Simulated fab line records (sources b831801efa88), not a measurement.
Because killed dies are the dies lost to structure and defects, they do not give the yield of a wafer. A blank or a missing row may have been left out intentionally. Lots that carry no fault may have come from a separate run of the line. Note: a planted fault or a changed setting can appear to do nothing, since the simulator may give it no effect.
Which tool was responsible? -- flow gf180mcu -- Sampling: 6 lots, 18 wafers, 2 of 602 route steps

## WHAT EACH GAUGE READ, for each wafer
GF_MIM_THK_MEAS_11: measures by xrf.
lot,measured,on,MIM_ALCU_THK (nm)
L744,day 26 00:40,filmMetro-01,194.7 197.8 196.3
L747,day 26 21:22,filmMetro-01,197.3 196.5 197.5
L753,day 28 11:32,filmMetro-03,197.1 196.1 195.3
L756,day 29 18:14,filmMetro-04,193.6 193.9 197.1
L760,day 30 16:01,filmMetro-01,192.1 194.1 196.5
L762,day 31 01:58,filmMetro-04,196.3 195.2 193.2

## TOOL THAT RAN EACH LOT (tool first, then ch and the chambers of the sampled wafers, then the start)
lot,GF_MIM_SPUTTER_03
L744,"pvdSputter-02, day 26 00:18"
L747,"pvdSputter-01, day 26 21:00"
L753,"pvdSputter-03, day 28 11:10"
L756,"pvdSputter-02, day 29 17:52"
L760,"pvdSputter-02, day 30 15:38"
L762,"pvdSputter-02, day 31 01:34"
- GF_MIM_SPUTTER_03: material Ti, target thk 10 nm, time 6.7 s.

## THE ANSWER, worked out from the rows above alone
Rule: the usual values come from the lots themselves. The widest of any qualifying gaps counts: lots, ordered by their means at a reading, are off when they make up no more than a third of the lots, leave a main group of 4 or more, and stand apart from it by 3 or more times the standard deviation of that group's means. If all means in a main group match to the digits the tables above print for the reading, that group is not used. Also off: a lot with no number at a reading for which 4 or more lots have one. The other lots that the step has rows for count as sound.
No lot is off on any of the readings shown, so nothing can be concluded from this.

## WHAT THE SIMULATOR HAD INSERTED
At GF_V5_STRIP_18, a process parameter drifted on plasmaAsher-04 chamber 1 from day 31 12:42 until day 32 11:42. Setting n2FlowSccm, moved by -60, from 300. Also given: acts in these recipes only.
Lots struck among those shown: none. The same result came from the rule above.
